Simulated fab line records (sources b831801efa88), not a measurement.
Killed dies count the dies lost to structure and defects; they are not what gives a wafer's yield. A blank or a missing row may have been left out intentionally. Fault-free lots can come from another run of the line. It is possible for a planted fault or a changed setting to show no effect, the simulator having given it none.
A lot that was struck, set against a sound lot + flow sky130 + 43 out of 708 route steps
Sound: the wafers L346.1, L346.3, L346.6. Struck: wafers L356.2, L356.4, L356.6. The cause is given at the end.
Per side, at each step with rows, come the tool, then ch with its chambers, and then its first start. Under that, the readings that differ: sound wafers + struck wafers + difference of the means + sigmas: that difference in standard deviations of wafers without a fault.
alike: a reading whose means differ by less than 2 such deviations, as well as words and numbers matching on both sides. not compared: withheld readings; readings where some wafer has no value; bounds like >300 that might hide an equal value; numbers whose values overlap and for which the record gives no deviation.
The two part at a step that has a row with sigmas, a row that says differs or no value, or rows on one side only. When numbers do not overlap yet have no deviation, they are printed without sigmas and do not part them. Lack of a reading on every wafer of one side parts them only where that side has two or more wafers.

first, 5 steps without rows for these wafers: SKY_GATE_OXIDE_COAT_05 (resist thk 1140 nm); SKY_GATE_OXIDE_SOFTBAKE_06 (time 60 s); SKY_GATE_OXIDE_EXPOSE_07 (exposes mask LVOM, target cd 600 nm); SKY_GATE_OXIDE_PEB_08; SKY_GATE_OXIDE_DEVELOP_09 (develop time 60 s).
SKY_GATE_OXIDE_OVL_MEAS_10:
  sound on overlay-02, day 14 14:38; struck on overlay-02, day 18 05:49
  alike: GATE_OXIDE_OVL
then, 2 steps without rows for these wafers: SKY_GATE_OXIDE_IMPLANT_11; SKY_GATE_OXIDE_WET_ETCH_12 (etches SiO2 in dHF, target depth 16.8 nm, time 336 s).
SKY_GATE_OXIDE_STRIP_13: strips in O2/N2.
  sound on plasmaAsher-01 ch 0,1, day 14 14:55; struck on plasmaAsher-01 ch 1, day 18 06:05
  alike: drypumpMotorCurrentA, oesProductAu, stripTimeToEndpointS
  not compared: rfHoursCounterH
SKY_GATE_OXIDE_TW_MEAS_14:
  sound on filmMetro-01, day 14 15:01; struck on filmMetro-01, day 18 06:12
  alike: GATE_OXIDE_TW
then, 2 steps without rows for these wafers: SKY_GATE_OXIDE_CLEAN_15 (cleans in SC1/SC2, time 150 s); SKY_GATE_OXIDE_OXIDATION_16 (stabilise 600 s, purge 300 s, target thk 3.57 nm).
SKY_POLY_GATE_CVD_00: deposits poly-Si, target thk 180 nm, time 720 s.
  sound on lpcvd-01 ch 0, day 14 17:20; struck on lpcvd-01 ch 0, day 18 11:39
  alike: spikeTcBottomC, zonePowerBottomPct, zonePowerLowerPct
SKY_POLY_GATE_THK_MEAS_01:
  sound on filmMetro-01, day 14 18:32; struck on filmMetro-03, day 18 12:52
  alike: POLY_GATE_CVD_00_THK
then, 8 steps without rows for these wafers: SKY_RES_PROTECT_DEHYDRATE_00 (time 60 s); SKY_RES_PROTECT_HMDS_01 (prime time 60 s); SKY_RES_PROTECT_COAT_02 (resist thk 1140 nm); SKY_RES_PROTECT_SOFTBAKE_03 (time 60 s); SKY_RES_PROTECT_EXPOSE_04 (exposes mask RPM, target cd 1270 nm); SKY_RES_PROTECT_PEB_05; SKY_RES_PROTECT_DEVELOP_06 (develop time 60 s); SKY_POLY_GATE_IMPLANT_02.
SKY_RES_PROTECT_STRIP_07: strips in O2/N2.
  sound on plasmaAsher-03 ch 0,1, day 15 21:42; struck on plasmaAsher-03 ch 1, day 19 19:36
  alike: drypumpMotorCurrentA, oesProductAu, stripTimeToEndpointS
  not compared: rfHoursCounterH
SKY_RES_PROTECT_TW_MEAS_08:
  sound on filmMetro-02, day 15 21:48; struck on filmMetro-04, day 19 19:43
| reading      | sound          | struck         | difference | sigmas |
|--------------|----------------|----------------|------------|--------|
| POLY_GATE_TW | 3941 3950 3959 | 4072 4095 4137 | +151       | +2     |
then, 2 steps without rows for these wafers: SKY_RES_PROTECT_CLEAN_09 (cleans in SC1/SC2, time 150 s); SKY_POLY_GATE_CVD_03 (deposits Si3N4 from DCS/NH3, target thk 75 nm, time 1290 s).
SKY_POLY_GATE_THK_MEAS_04:
  sound on filmMetro-04, day 15 23:50; struck on filmMetro-04, day 19 21:10
| reading                   | sound          | struck         | difference | sigmas |
|---------------------------|----------------|----------------|------------|--------|
| POLY_GATE_CVD_03_THK (nm) | 73.9 73.8 74.1 | 75.8 75.2 75.9 | +1.7       | +2     |
then, 8 steps without rows for these wafers: SKY_POLY_GATE_DEHYDRATE_05 (time 60 s); SKY_POLY_GATE_HMDS_06 (prime time 60 s); SKY_POLY_GATE_COAT_07 (resist thk 110 nm); SKY_POLY_GATE_COAT_08 (resist thk 450 nm); SKY_POLY_GATE_SOFTBAKE_09 (time 90 s); SKY_POLY_GATE_EXPOSE_10 (exposes mask P1M, target cd 150 nm); SKY_POLY_GATE_PEB_11; SKY_POLY_GATE_DEVELOP_12 (develop time 60 s).
SKY_POLY_GATE_CD_MEAS_13: target cd 150 nm.
  sound on cdSem-02, day 17 03:45; struck on cdSem-01, day 21 04:43
  alike: cdNm
SKY_POLY_GATE_OVL_MEAS_14:
  sound on overlay-02, day 17 03:52; struck on overlay-01, day 21 04:49
  alike: POLY_GATE_OVL
SKY_POLY_GATE_ETCH_15: etches BARC in N2/H2, stops on SiO2, time 118.5 s, target depth 110 nm.
  sound on rieDiel-04 ch 0,3, day 17 03:54; struck on rieDiel-04 ch 1,3, day 21 04:51
  alike: drypumpMotorCurrentA, oesProductAu, rfFwdPowerW, throttleValvePct
  not compared: rfHoursCounterH
then, 1 step without rows for these wafers: SKY_POLY_GATE_ETCH_16 (etches Si3N4 in CH3F/O2, stops on poly-Si, time 147.5 s, target depth 75 nm).
SKY_POLY_GATE_ETCH_17: etches poly-Si in HBr/Cl2, stops on SiO2, target depth 180 nm, time 70.5 s.
  sound on rieSi-01 ch 2,3, day 17 04:05; struck on rieSi-01 ch 0,2, day 21 05:02
  alike: drypumpMotorCurrentA, oesProductAu, rfFwdPowerW, throttleValvePct
  not compared: rfHoursCounterH
SKY_POLY_GATE_STRIP_18: strips in O2/N2.
  sound on plasmaAsher-04 ch 1, day 17 04:08; struck on plasmaAsher-02 ch 0,1, day 21 05:05
  alike: drypumpMotorCurrentA, oesProductAu, stripTimeToEndpointS
  not compared: rfHoursCounterH
then, 1 step without rows for these wafers: SKY_POLY_GATE_CLEAN_19 (cleans in SC1/SC2, time 150 s).
-- record jumps: 28 days separate the struck wafers' starts on either side; left off in module POLY_GATE, taken up again in module PAD_OPEN, whose first shown step is the route's number 708 --
SKY_PAD_OPEN_PROBE_99:
  sound on prober-02, day 46 20:57; struck on prober-02, day 49 04:13
| reading          | sound    | struck      | difference | sigmas |
|------------------|----------|-------------|------------|--------|
| killedAtFrontEnd | 12 11 12 | 67 59 54    | +48        | +11    |
| killedDies       | 77 93 89 | 138 125 116 | +40        | +4     |
| killedOnRim      | 14 17 20 | 27 23 31    | +10        | +3     |
  alike: killed_at_M0_to_M3, killed_at_M4_up, killedAtContacts, killedAtOther, killedOpen, killedShort

WHERE THEY PART
First at SKY_RES_PROTECT_TW_MEAS_08; last, within this record, at SKY_PAD_OPEN_PROBE_99.

WHY: whatever the simulator had introduced
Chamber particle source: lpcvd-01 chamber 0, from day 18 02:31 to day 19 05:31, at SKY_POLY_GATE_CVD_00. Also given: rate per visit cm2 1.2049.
